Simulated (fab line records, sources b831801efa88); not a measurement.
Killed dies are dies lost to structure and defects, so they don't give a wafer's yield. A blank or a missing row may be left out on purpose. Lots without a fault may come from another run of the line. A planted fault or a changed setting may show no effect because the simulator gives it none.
Which tool did it? | flow gf180mcu | 12 lots, 36 wafers sampled, at 3 steps of a route of 602

WHAT THE GAUGES READ, wafer by wafer
GF_CONTACT_RS_MEAS_25: measures by four-point-probe. Usual: CONTACT_W_RS 0.381 ohm/sq, standard deviation 0.0042.
lot  | measured     | on            | CONTACT_W_RS (ohm/sq) | flag
L930 | day 15 21:08 | film_metro-03 | 0.383 0.383 0.385     |
L931 | day 16 08:37 | film_metro-03 | 0.379 0.378 0.379     |
L939 | day 19 16:34 | film_metro-03 | 0.378 0.375 0.380     |
L941 | day 20 07:29 | film_metro-01 | 0.380 0.393 0.383     |
L943 | day 21 06:20 | film_metro-02 | 0.379 0.379 0.380     |
L944 | day 21 15:29 | film_metro-01 | 0.380 0.377 0.372     |
L945 | day 22 04:22 | film_metro-02 | 0.391 0.387 0.390     |
L946 | day 22 10:50 | film_metro-03 | 0.378 0.382 0.379     |
L948 | day 22 22:54 | film_metro-03 | 0.375 0.387 0.379     |
L949 | day 23 07:53 | film_metro-03 | 0.375 0.374 0.381     |
L951 | day 24 00:34 | film_metro-03 | 0.378 0.378 0.382     |
L952 | day 24 03:10 | film_metro-01 | 0.371 0.375 0.378     |

GF_M1_OVL_MEAS_15. Usual: M1_OVL -2 nm, standard deviation 5.3.
lot  | measured     | on         | M1_OVL (nm) | flag
L930 | day 16 20:13 | overlay-01 | -3 1 -3     |
L931 | day 17 07:59 | overlay-02 | -7 5 4      |
L939 | day 20 17:38 | overlay-01 | -5 -10 -10  |
L941 | day 21 08:07 | overlay-01 | -9 -7 -4    |
L943 | day 22 07:26 | overlay-02 | 7 0 -1      |
L944 | day 22 15:32 | overlay-02 | 1 -2 -6     |
L945 | day 23 04:13 | overlay-02 | -6 -9 -15   |
L946 | day 23 17:26 | overlay-02 | -4 4 -3     |
L948 | day 23 22:12 | overlay-01 | 6 5 -1      |
L949 | day 24 07:25 | overlay-01 | 10 4 2      |
L951 | day 24 23:58 | overlay-01 | 2 -3 -1     |
L952 | day 25 01:44 | overlay-01 | -3 -3 -2    |

WHICH TOOL RAN EACH LOT (tool, then ch and the chambers of the sampled wafers, then the start)
lot  | GF_M1_SPUTTER_01
L930 | pvd_sputter-03, day 15 21:41
L931 | pvd_sputter-02, day 16 09:10
L939 | pvd_sputter-01, day 19 17:08
L941 | pvd_sputter-01, day 20 08:03
L943 | pvd_sputter-02, day 21 06:53
L944 | pvd_sputter-02, day 21 16:04
L945 | pvd_sputter-02, day 22 04:57
L946 | pvd_sputter-01, day 22 18:10
L948 | pvd_sputter-03, day 22 23:26
L949 | pvd_sputter-01, day 23 08:26
L951 | pvd_sputter-03, day 24 01:08
L952 | pvd_sputter-02, day 24 03:44
- GF_M1_SPUTTER_01: material TiN, target thk 30 nm, time 25 s.

WHAT THE TOOLS THEMSELVES READ (means of the sampled wafers that have a number; where no wafer has one, the mark that the record gives instead)
GF_M1_SPUTTER_01. Usual: throttle_valve_pct 30.2 %, standard deviation 0.99.
lot  | tool           | throttle_valve_pct (%) | flag
L930 | pvd_sputter-03 | 28.9                   |
L931 | pvd_sputter-02 | 30.1                   |
L939 | pvd_sputter-01 | 30.3                   |
L941 | pvd_sputter-01 | 30.7                   |
L943 | pvd_sputter-02 | 29.8                   |
L944 | pvd_sputter-02 | 30.7                   |
L945 | pvd_sputter-02 | 30.2                   |
L946 | pvd_sputter-01 | 31.3                   |
L948 | pvd_sputter-03 | 29.5                   |
L949 | pvd_sputter-01 | 30.2                   |
L951 | pvd_sputter-03 | 29.0                   |
L952 | pvd_sputter-02 | 30.6                   |

THE ANSWER, worked out from the rows above alone
Rule: a lot is off if the mean of its wafers that have a number lies more than 3 standard deviations from the usual mean. A lot without any number at a reading at which 4 lots or more have one is off too. The other lots that the step has rows for count as sound. The gauges are gone through in route order, then the tools' own readings, and for those a lot's mean is taken as printed above. The first step at which some lot is off is used, and at that step the reading that is off furthest; a lot without a number counts as furthest.
No lot is off at any reading shown: from this, nothing can be told.

WHAT THE SIMULATOR HAD PUT IN
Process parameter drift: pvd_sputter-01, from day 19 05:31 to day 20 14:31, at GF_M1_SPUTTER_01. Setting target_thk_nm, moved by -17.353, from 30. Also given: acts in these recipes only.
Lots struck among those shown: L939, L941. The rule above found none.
